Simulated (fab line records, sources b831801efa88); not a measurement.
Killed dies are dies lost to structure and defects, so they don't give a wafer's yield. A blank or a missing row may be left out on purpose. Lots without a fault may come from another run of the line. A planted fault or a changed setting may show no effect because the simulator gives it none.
Problem report in the 8D (eight disciplines) form, filled by code | flow sky130 | the parts of the form that need people (team, actions taken, sign-off) are left out

1. THE PROBLEM
run_length_s at SKY_LI_CONTACT_SOFTBAKE_08 reads a mean of 115.00 s on 3 wafers of 3 lots; wafers without a fault read 119.29 s with a standard deviation of 0.22. That is -20 standard deviations from the usual mean.
The step: time 90 s.
First seen on wafer L332.4, day 34 02:00, on litho_track-01. The record holds 39 wafers of 14 lots with a number at this step. Rule for "out", or "out of limits": more than 4 standard deviations from the usual mean. The other wafers with a number count as sound.

2. WHAT IT IS AND WHAT IT IS NOT
question                    | is                                 | is not
which readings at this step | run_length_s, heater_power_total_W | -
which lots                  | L331, L332, L334                   | L318, L320, L321, L323, L324, L335, L336, L337, L338, L340, L341
which wafers of those lots  | L331.4, L332.4, L334.5             | L331.1, L332.2, L334.1
read on which tools         | litho_track-01                     | litho_track-03, litho_track-04
when                        | from day 34 02:00                  | up to then (16 sound wafers); but 20 sound wafers of L331, L334, L335, L336, L337, L338, L340, L341 came after

3. SUSPECTS, AND WHAT RULES EACH OUT
Counting: a tool at a process step up to the reading stays a suspect if it ran every lot that is out. Sound lots after the first of them don't rule it out here, since some wafers of a struck lot are sound.
- plasma_asher-03 at SKY_SD_P_STRIP_10 (strips in O2/N2): kept. It ran every lot that is out, first L332 (day 31 05:45); its last sound lot up to then is L320 (day 27 03:13).
- litho_track-01 at SKY_LI_CONTACT_SOFTBAKE_08 (time 90 s): kept. It ran every lot that is out, first L332 (day 34 02:00); its last sound lot up to then is L324 (day 33 16:00). Its own readings are out on those wafers: heater_power_total_W, run_length_s.
Left after counting: plasma_asher-03 at SKY_SD_P_STRIP_10, litho_track-01 at SKY_LI_CONTACT_SOFTBAKE_08.

4. THE CAUSE (what the simulator had put in)
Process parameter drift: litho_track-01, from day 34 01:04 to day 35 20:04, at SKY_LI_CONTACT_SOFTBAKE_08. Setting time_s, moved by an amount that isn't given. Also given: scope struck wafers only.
Counting left 2 suspects, and this tool is among them.

5. THE CHAIN OF EFFECTS, in route order
Each row: a reading whose mean over the struck wafers that have a number lies more than 3 standard deviations from the usual. Only readings for which the record gives a usual standard deviation are gone through. hours: the time from each lot's start at the first step in this table that gives one to its start at this step, as a median over the lots. sigmas: the change in usual standard deviations.
hours | step                       | reading              | usual    | on struck wafers | change | sigmas
0     | SKY_LI_CONTACT_SOFTBAKE_08 | heater_power_total_W | 57.36 W  | 58.15            | +0.79  | +7.2
0     | SKY_LI_CONTACT_SOFTBAKE_08 | run_length_s         | 119.29 s | 115.00           | -4.29  | -20
The process steps in it:
- SKY_LI_CONTACT_SOFTBAKE_08: time 90 s.

6. WHAT WOULD HAVE CAUGHT IT SOONER
In this record the first reading out of limits was taken at day 34 02:00, 1 hour after the fault began at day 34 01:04.
